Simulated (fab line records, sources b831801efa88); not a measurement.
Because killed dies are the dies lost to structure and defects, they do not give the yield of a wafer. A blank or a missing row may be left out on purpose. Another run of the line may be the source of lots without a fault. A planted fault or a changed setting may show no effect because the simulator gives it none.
Problem report in the 8D (eight disciplines) form, filled by code    flow gf180mcu    the parts of the form that need people (team, actions taken, sign-off) are left out

== 1. THE PROBLEM ==
Mean of cd_nm at GF_V1_CD_MEAS_14: 265.8 nm over 2 wafers from 1 lot, against 259.7 nm (standard deviation 1.1) on wafers with no fault. Measured from the usual mean, that is +5.5 standard deviations.
The step: target cd 260 nm.
Seen first at day 21 01:00 on cd_sem-01, wafer L861.2. Wafers with a number at this step in the record: 38, from 13 lots. Rule for "out" (also "out of limits"): further than 4 standard deviations from the usual mean. The rest of the wafers with a number are treated as sound.

== 2. WHAT IT IS, WHAT IT ISN'T ==
question                     is                      is not
which readings at this step  cd_nm                   -
which lots                   L861                    L852, L853, L854, L865, L866, L868, L869, L870, L871, L872, L873, L874
which wafers of those lots   all that have a number  -
read on which gauges         cd_sem-01               cd_sem-02
when                         from day 21 01:00       up to then (9 sound wafers); but 27 sound wafers of L865, L866, L868, L869, L870, L871, L872, L873, L874 came after

== 3. THE SUSPECTS, EACH WITH WHAT RULES IT OUT ==
Counting: a tool at any process step up to the reading remains a suspect when it ran all the lots that are out and ran no sound lot after the first of those.
- the gauge at GF_V1_CD_MEAS_14: kept. All the wafers that are out were read on cd_sem-01, and no step on other tools shows them out.
- rie_metal-01 at GF_M1_METAL_ETCH_16 (etches the open film in Cl2/BCl3, stops on SiO2, target depth 750.8 nm, time 125.1 s): ruled out as a lasting fault. Sound lots L865, L866, L871 ran on it after its first lot that is out, L861 (day 20 00:59).
- litho_track-01 at GF_V1_PEB_12 (peb time 90 s): ruled out as a lasting fault. Sound lots L870, L871, L873, L874 ran on it after its first lot that is out, L861 (day 21 00:40).
The count leaves cd_sem-01 at GF_V1_CD_MEAS_14.

== 4. THE CAUSE (what the simulator had put in) ==
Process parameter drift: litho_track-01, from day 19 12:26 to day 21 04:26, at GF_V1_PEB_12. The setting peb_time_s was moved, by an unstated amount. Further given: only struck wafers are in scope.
Counting ruled it out, wrongly: the rule takes a fault to strike every lot that its tool runs from its start on, and this one did not.

== 5. SEQUENCE OF EFFECTS, ordered by route ==
One row per reading whose mean, taken over the struck wafers that have a number, lies over 3 standard deviations from the usual. Scope: only readings with a usual standard deviation given in the record; hours: median across lots of the time from each lot's start at the first step in this table that gives one to its start at this step; sigmas: change in usual standard deviations.
hours  step              reading  usual     on struck wafers  change  sigmas
0      GF_V1_CD_MEAS_14  cd_nm    259.7 nm  265.8             +6.1    +5.5
Later measuring or inspecting steps at which every struck wafer that the step has a row for has a number for every such reading, and none has moved that far: GF_V1_OVL_MEAS_15.

== 6. WHAT WOULD HAVE CAUGHT IT SOONER ==
In this record the first reading out of limits at a measuring or inspecting step was taken at day 21 01:00, 37 hours after the fault began at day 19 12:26.
